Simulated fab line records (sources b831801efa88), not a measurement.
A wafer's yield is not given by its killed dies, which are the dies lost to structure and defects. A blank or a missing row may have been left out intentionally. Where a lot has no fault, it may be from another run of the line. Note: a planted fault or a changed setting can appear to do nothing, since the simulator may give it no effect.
Problem report, 8D (eight disciplines) form, completed by code || flow gf180mcu || the parts of the form that need people (team, actions taken, sign-off) are left out

1. PROBLEM STATEMENT
Across 2 wafers from 2 lots, V2_CVD_00_THK at GF_V2_THK_MEAS_01 averages 722 nm, while fault-free wafers read 603 nm with a standard deviation of 6.3. Measured from the usual mean, that is +19 standard deviations.
First observed at day 26 18:01: wafer L960.6, on film-metro-02. Wafers with a number at this step in the record: 36, from 12 lots. The rule behind "out" and "out of limits": a value lying over 4 standard deviations away from the usual mean. The rest of the wafers with a number are treated as sound.

2. WHAT THIS IS AND IS NOT
{"question": "which readings at this step", "is": "V2_CVD_00_THK", "is not": "-"}
{"question": "which lots", "is": "L960, L961", "is not": "L938, L939, L941, L942, L943, L944, L948, L949, L950, L951"}
{"question": "which wafers of those lots", "is": "L960.6, L961.4", "is not": "L960.2, L960.4, L961.2, L961.5"}
{"question": "read on which gauges", "is": "film-metro-02, film-metro-03", "is not": "film-metro-01"}
{"question": "when", "is": "from day 26 18:01", "is not": "up to then (32 sound wafers); but 2 sound wafers of L961 came after"}

3. SUSPECTS, AND WHAT RULES EACH OUT
Counting: if a tool at a process step up to the reading ran every lot that is out, it stays a suspect. Sound lots after the first of them don't rule it out here, since some wafers of a struck lot are sound.
- the gauge at GF_V2_THK_MEAS_01 has been ruled out. Those wafers that are out were read across 2 gauges (film-metro-02, film-metro-03).
- hdpcvd-02 at GF_V2_CVD_00 (deposits SiO2, target thk 600 nm, time 100 s): kept. It ran every lot that is out, first L960 (day 26 17:56); its last sound lot up to then is L950 (day 24 00:19). Its own sih4-flow-sccm readings are out on those wafers.
- The sound lot-mates ran in chamber 1 of hdpcvd-02 at GF_V2_CVD_00, but the wafers that are out ran in chamber 2.
The count leaves hdpcvd-02 at GF_V2_CVD_00.

4. THE CAUSE (what the simulator had put in)
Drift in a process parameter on hdpcvd-02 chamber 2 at GF_V2_CVD_00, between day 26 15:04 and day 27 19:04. The setting sih4-flow-sccm was moved by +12, starting from 60. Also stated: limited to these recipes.
The count eliminated every tool but this one.

5. THE EFFECT CHAIN, in route order
Rows list readings where the struck wafers' mean (over those with a number) sits beyond 3 standard deviations from the usual. Only readings for which the record gives a usual standard deviation are gone through. hours: the time from each lot's start at the first step in this table that gives one to its start at this step, as a median over the lots. sigmas: the change in usual standard deviations.
{"hours": 0, "step": "GF_V2_CVD_00", "reading": "sih4-flow-sccm", "usual": "59.98 sccm", "on struck wafers": 71.96, "change": "+11.98", "sigmas": "+75"}
{"hours": 0, "step": "GF_V2_THK_MEAS_01", "reading": "V2_CVD_00_THK", "usual": "603 nm", "on struck wafers": 722, "change": "+119", "sigmas": "+19"}
Process steps it contains:
- GF_V2_CVD_00: deposits SiO2, target thk 600 nm, time 100 s.
Later steps that measure or inspect, where all struck wafers having a row at the step show a number for every such reading and not one has moved that far: GF_V2_CD_MEAS_14.

6. HOW IT WOULD HAVE BEEN CAUGHT EARLIER
The first out-of-limits reading at a measuring or inspecting step in this record came at day 26 18:01, 3 hours after the fault's start at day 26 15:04.
The tool's own readings at GF_V2_CVD_00 were out on every struck wafer that the step has a row for (sih4-flow-sccm): an alarm limit on them would have fired on the first of those.
Among the 2 lots that are out, L961 began GF_V2_CVD_00 on hdpcvd-02 after day 26 18:01. A tool hold placed at that time would have kept it from harm.
